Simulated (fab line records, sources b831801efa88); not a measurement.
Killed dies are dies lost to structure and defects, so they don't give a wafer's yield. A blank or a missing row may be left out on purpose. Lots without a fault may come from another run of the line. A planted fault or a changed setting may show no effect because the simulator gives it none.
Problem report in the 8D (eight disciplines) form, filled by code | flow gf180mcu | the parts of the form that need people (team, actions taken, sign-off) are left out

1. THE PROBLEM
cd_nm at GF_HV_LDD_CD_MEAS_07 reads a mean of 358.3 nm on 6 wafers of 2 lots; wafers without a fault read 399.9 nm with a standard deviation of 2.3. That is -18 standard deviations from the usual mean.
The step: target cd 400 nm.
First seen on wafer L669.3, day 14 00:35, on cd_sem-01. The record holds 36 wafers of 12 lots with a number at this step. Rule for "out", or "out of limits": more than 4 standard deviations from the usual mean. The other wafers with a number count as sound.

2. WHAT IT IS AND WHAT IT IS NOT
question                    | is                     | is not
which readings at this step | cd_nm                  | -
which lots                  | L669, L673             | L656, L659, L660, L661, L662, L664, L674, L675, L677, L679
which wafers of those lots  | all that have a number | -
read on which gauges        | cd_sem-01, cd_sem-02   | -
when                        | from day 14 00:35      | up to then (18 sound wafers); but 12 sound wafers of L674, L675, L677, L679 came after

3. SUSPECTS, AND WHAT RULES EACH OUT
Counting: a tool at a process step up to the reading stays a suspect if it ran every lot that is out and no sound lot after the first of them.
- the gauge at GF_HV_LDD_CD_MEAS_07: ruled out. The wafers that are out were read on 2 gauges (cd_sem-01, cd_sem-02).
- iline_stepper-02 at GF_HV_LDD_EXPOSE_04 (exposes mask Nplus LV AREA, target cd 400 nm): kept. It ran every lot that is out, first L669 (day 13 15:01), and no sound lot after that; its last sound lot up to then is L664 (day 12 05:24). Its own readings are out on those wafers: exposure_dose_mJ_cm2.
Left after counting: iline_stepper-02 at GF_HV_LDD_EXPOSE_04.

4. THE CAUSE (what the simulator had put in)
Process parameter drift: iline_stepper-02, from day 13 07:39 on, at GF_HV_LDD_EXPOSE_04. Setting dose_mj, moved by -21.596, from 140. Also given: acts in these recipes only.
Counting left only this tool.

5. THE CHAIN OF EFFECTS, in route order
Each row: a reading whose mean over the struck wafers that have a number lies more than 3 standard deviations from the usual. Only readings for which the record gives a usual standard deviation are gone through. hours: the time from each lot's start at the first step in this table that gives one to its start at this step, as a median over the lots. sigmas: the change in usual standard deviations.
hours | step                 | reading              | usual    | on struck wafers | change | sigmas
0     | GF_HV_LDD_EXPOSE_04  | exposure_dose_mJ_cm2 | 139.95   | 120.52           | -19.43 | -99 or more
10    | GF_HV_LDD_CD_MEAS_07 | cd_nm                | 399.9 nm | 358.3            | -41.6  | -18
The process steps in it:
- GF_HV_LDD_EXPOSE_04: exposes mask Nplus LV AREA, target cd 400 nm.

6. WHAT WOULD HAVE CAUGHT IT SOONER
In this record the first reading out of limits at a measuring or inspecting step was taken at day 14 00:35, 17 hours after the fault began at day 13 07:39.
The tool's own readings at GF_HV_LDD_EXPOSE_04 were out on every struck wafer that the step has a row for (exposure_dose_mJ_cm2): an alarm limit on them would have fired on the first of those.
Of the lots that are out (2), L673 began GF_HV_LDD_EXPOSE_04 on iline_stepper-02 after day 14 00:35. A hold on the tool at that time would have spared it.
